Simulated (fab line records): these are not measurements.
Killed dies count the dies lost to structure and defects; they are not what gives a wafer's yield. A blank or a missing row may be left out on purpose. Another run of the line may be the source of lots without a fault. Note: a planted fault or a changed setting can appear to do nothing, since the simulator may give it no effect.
Matching of chambers ; flow sky130 ; SKY_CONTACT_CVD_00 on pecvd-04 has 3 sister chambers
The step deposits Si3N4, target thk 75 nm. 6 wafers are shown with their chamber, then 7 later ones without.

== EACH WAFER AND ITS CHAMBER ==
wafer;chamber;heater_power_w (W)
L172.4;1;747
L172.6;2;762
L180.2;1;584
L180.3;2;864
L182.3;0;784
L182.4;0;792

== WAFERS MISSING THEIR CHAMBER ==
wafer;heater_power_w (W)
L182.5;696
L184.3;648
L184.5;659
L184.6;745
L186.2;868
L186.3;808
L186.4;633

== THE CHAMBER EACH PASSED THROUGH ==
wafer;from the rows above;in truth
L182.5;can't be placed: 1 or 0 or 2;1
L184.3;can't be placed: 1 or 0 or 2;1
L184.5;can't be placed: 1 or 0 or 2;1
L184.6;can't be placed: 0 or 2 or 1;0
L186.2;can't be placed: 2 or 0 or 1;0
L186.3;can't be placed: 2 or 0 or 1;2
L186.4;can't be placed: 1 or 0 or 2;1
Correctly placed: 0 of 7. From these rows, 7 cannot be placed; in 7 the true chamber is one of the candidates. Placed wrongly: 0.
How it was worked out, from the rows above alone: a wafer's distance from a chamber is the root of the sum, over the readings, of the square of ((its reading less the chamber's mean) divided by the reading's scatter). The wafer belongs to the nearest chamber; if the next one is less than 2 further off, it can't be placed. The mean given for a chamber averages the wafers shown for that chamber. The scatter: the root of (the sum of the squares of (reading less its chamber's mean) over the shown wafers, divided by (wafers less chambers)).
